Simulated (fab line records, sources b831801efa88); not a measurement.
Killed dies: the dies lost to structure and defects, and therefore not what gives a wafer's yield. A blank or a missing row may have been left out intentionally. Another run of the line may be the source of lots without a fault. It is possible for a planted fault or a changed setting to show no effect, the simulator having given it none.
Which tool is to blame?	flow gf180mcu	13 lots, 39 wafers sampled, at 5 steps of a route of 602

== WHAT THE GAUGES READ, wafer by wafer ==
GF_STI_CD_MEAS_12: target cd 220 nm.
lot	measured	on	cd_nm (nm)
L201	day 2 05:44	cd_sem-02	218.8 220.6 219.9
L202	day 2 11:43	cd_sem-02	217.1 218.0 217.7
L203	day 2 17:53	cd_sem-01	217.8 218.6 218.0
L204	day 2 22:25	cd_sem-01	219.5 218.7 219.3
L205	day 3 04:55	cd_sem-02	218.7 219.2 219.0
L206	day 3 09:10	cd_sem-02	217.0 219.4 217.5
L207	day 3 14:13	cd_sem-01	216.9 218.5 218.9
L208	day 3 17:43	cd_sem-01	220.7 220.7 220.0
L213	day 4 22:40	cd_sem-02	219.6 220.4 220.3
L215	day 5 06:38	cd_sem-01	216.5 215.5 215.9
L219	day 6 03:58	cd_sem-01	219.6 219.6 220.8
L220	day 6 09:01	cd_sem-01	218.7 217.3 216.8
L222	day 6 18:51	cd_sem-01	221.6 220.8 220.5

GF_NWELL_TW_MEAS_11.
lot	measured	on	NWELL_TW
L201	day 3 13:32	film_metro-03	1586 1578 1590
L202	day 3 20:50	film_metro-01	1573 1569 1562
L203	day 4 00:43	film_metro-04	1609 1606 1596
L204	day 4 06:02	film_metro-04	1598 1595 1591
L205	day 4 13:13	film_metro-01	1582 1582 1585
L206	day 4 18:44	film_metro-04	1601 1594 1605
L207	day 4 23:08	film_metro-04	1601 1606 1594
L208	day 5 03:52	film_metro-04	1602 1601 1601
L213	day 6 10:26	film_metro-03	1582 1588 1578
L215	day 6 18:20	film_metro-04	1854 1855 1854 1866 1854 1852
L219	day 7 15:44	film_metro-04	1841 1835 1849 1838 1837 1845
L220	day 7 20:41	film_metro-04	1585 1587 1581
L222	day 8 07:14	film_metro-03	1580 1587 1576

GF_VT_IMPLANT_RS_MEAS_47: uses a four-point probe to measure.
lot	measured	on	NWELL_RS (ohm/sq)
L201	day 7 21:22	film_metro-04	488.0 488.6 488.1
L202	day 8 06:06	film_metro-03	487.8 487.0 487.4
L203	day 8 11:19	film_metro-03	485.4 486.3 486.2
L204	day 8 17:40	film_metro-03	488.4 490.4 488.2
L205	day 9 01:03	film_metro-04	487.2 489.3 488.6
L206	day 9 06:54	film_metro-04	488.6 488.7 487.7
L207	day 9 12:29	film_metro-01	489.9 490.4 489.9
L208	day 9 19:42	film_metro-04	488.0 488.7 487.7
L213	day 11 05:03	film_metro-04	489.0 487.0 487.9
L215	day 11 14:24	film_metro-03	377.4 378.2 378.2 378.7 378.2 378.9
L219	day 12 15:45	film_metro-04	378.5 378.0 378.2 378.2 377.5 378.5
L220	day 12 18:35	film_metro-04	489.4 488.8 489.8
L222	day 13 10:22	film_metro-01	487.6 487.8 487.1

GF_NSD_CD_MEAS_07: target cd 400 nm.
lot	measured	on	cd_nm (nm)
L201	day 14 00:06	cd_sem-02	402.7 402.4 402.7
L202	day 14 15:50	cd_sem-02	399.0 394.9 398.3
L203	day 14 14:23	cd_sem-02	399.9 400.1 401.7
L204	day 14 22:48	cd_sem-01	397.8 398.0 397.0
L205	day 15 10:29	cd_sem-02	400.2 397.6 397.4
L206	day 15 11:50	cd_sem-02	399.3 398.9 400.4
L207	day 16 01:37	cd_sem-01	398.5 399.6 395.9
L208	day 16 17:44	cd_sem-01	396.9 392.4 394.8
L213	day 18 08:14	cd_sem-02	401.3 400.8 398.1
L220	day 19 23:15	cd_sem-02	397.9 398.4 394.8
L222	day 20 18:28	cd_sem-01	397.3 399.2 396.9

== WHAT TOOL EACH LOT RAN ON (gives the tool, then ch and the chambers of the sampled wafers, and finally the start) ==
lot	GF_NWELL_IMPLANT_08
L201	implanter-03 ch 0, day 3 13:09
L202	implanter-04 ch 0, day 3 20:26
L203	implanter-03 ch 0, day 4 00:19
L204	implanter-04 ch 0, day 4 05:39
L205	implanter-04 ch 0, day 4 12:49
L206	implanter-02 ch 0, day 4 18:20
L207	implanter-04 ch 0, day 4 22:46
L208	implanter-04 ch 0, day 5 03:28
L213	implanter-03 ch 0, day 6 10:02
L215	implanter-03 ch 0, day 6 17:58
L219	implanter-03 ch 0, day 7 15:22
L220	implanter-04 ch 0, day 7 20:18
L222	implanter-04 ch 0, day 8 06:52
- GF_NWELL_IMPLANT_08

== AS READ BY THE TOOLS THEMSELVES (means over the sampled wafers that have a number; for cases with no such wafer, the mark the record gives instead) ==
GF_NWELL_IMPLANT_08.
lot	tool	dose_ions_cm2	faraday_current_uA
L201	implanter-03	1.5e+13	84.0
L202	implanter-04	1.5e+13	84.5
L203	implanter-03	1.5e+13	86.8
L204	implanter-04	1.5e+13	83.7
L205	implanter-04	1.5e+13	85.8
L206	implanter-02	1.5e+13	85.1
L207	implanter-04	1.5e+13	84.9
L208	implanter-04	1.5e+13	83.5
L213	implanter-03	1.5e+13	84.7
L215	implanter-03	2.5e+13	136.1
L219	implanter-03	2.5e+13	137.6
L220	implanter-04	1.5e+13	84.0
L222	implanter-04	1.5e+13	86.6

== THE ANSWER, worked out from the rows above alone ==
Rule: the usual values come from the lots themselves. Put in order of their means at a reading, lots are off if they are a third of the lots or fewer, leave a main group of 4 or more, and stand apart from it by a gap of 3 or more times the standard deviation of the main group's means; of several such gaps the widest counts. The tables above print the reading to a certain number of digits; a main group whose means all agree to those digits is not used. A lot without any number at a reading at which 4 lots or more have one is off too. All remaining lots with rows at the step are treated as sound. After the gauges, taken in route order, come the tools' own readings; for these a lot's mean is taken, as printed above. At the first step where some lot is off, the reading lying furthest off is the one used; lots without a number count as furthest.
Off: L215, L219, at GF_NWELL_TW_MEAS_11 (NWELL_TW). Mean 1589 and standard deviation 11 in the main group.
A tool fits if, at a process step before that reading, it ran every lot that is off, and no sound lot after the first of them. The gauges at GF_NWELL_TW_MEAS_11 aren't tried: what is off there is off at GF_NWELL_IMPLANT_08 too, on other tools, and a gauge's error can't cause that. One candidate fits, namely implanter-03 at GF_NWELL_IMPLANT_08. A fault onset in the window from L213 (day 6 10:02, its last sound lot) to L215 (day 6 17:58, its first lot off) fits.
The tool's own readings at GF_NWELL_IMPLANT_08 bear it out: on the lots that are off they differ by more than 5 times the standard deviation of the sound lots' means. dose_ions_cm2 reads 2.5e+13 there against 1.5e+13 on the sound lots; faraday_current_uA reads 136.8 there against 84.9 on the sound lots.

== WHAT THE SIMULATOR HAD INSERTED ==
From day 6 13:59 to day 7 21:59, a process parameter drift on implanter-03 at GF_NWELL_IMPLANT_08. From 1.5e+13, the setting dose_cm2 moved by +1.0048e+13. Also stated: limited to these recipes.
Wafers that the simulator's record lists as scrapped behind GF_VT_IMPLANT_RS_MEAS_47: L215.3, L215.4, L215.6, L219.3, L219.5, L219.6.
Shown lots that were struck: L215, L219. This agrees with what the rule above found.
